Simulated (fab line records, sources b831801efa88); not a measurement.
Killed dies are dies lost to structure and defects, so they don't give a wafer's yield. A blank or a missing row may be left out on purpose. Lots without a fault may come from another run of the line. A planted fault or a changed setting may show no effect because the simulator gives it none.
Chamber matching | flow sky130 | SKY_PASSIVATION_CVD_00 on pecvd-02: 3 sister chambers
The step deposits SiO2, target thk 90 nm. 6 wafers are shown with their chamber, then 7 later ones without.

WAFERS WITH THEIR CHAMBER
wafer  | chamber | heater_power_w (W)
L699.1 | 2       | 621
L701.2 | 2       | 741
L701.4 | 1       | 708
L701.5 | 0       | 610
L702.2 | 1       | 723
L702.3 | 0       | 646

WAFERS WITHOUT THEIR CHAMBER
wafer  | heater_power_w (W)
L702.4 | 729
L704.2 | 662
L704.3 | 704
L704.4 | 672
L709.2 | 767
L709.3 | 654
L709.5 | 681

WHICH CHAMBER EACH WENT THROUGH
wafer  | from the rows above          | in truth
L702.4 | can't be placed: 1 or 2 or 0 | 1
L704.2 | can't be placed: 2 or 0 or 1 | 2
L704.3 | can't be placed: 1 or 2 or 0 | 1
L704.4 | can't be placed: 2 or 1 or 0 | 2
L709.2 | can't be placed: 1 or 2 or 0 | 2
L709.3 | can't be placed: 0 or 2 or 1 | 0
L709.5 | can't be placed: 2 or 1 or 0 | 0
Placed correctly: 0 of 7. Can't be placed from these rows: 7 (the true chamber is among the candidates in 7). Placed wrongly: 0.
How it was worked out, from the rows above alone: a wafer's distance from a chamber is the root of the sum, over the readings, of the square of ((its reading less the chamber's mean) divided by the reading's scatter). The wafer belongs to the nearest chamber; if the next one is less than 2 further off, it can't be placed. A chamber's mean is the mean of its shown wafers. The scatter: the root of (the sum of the squares of (reading less its chamber's mean) over the shown wafers, divided by (wafers less chambers)).
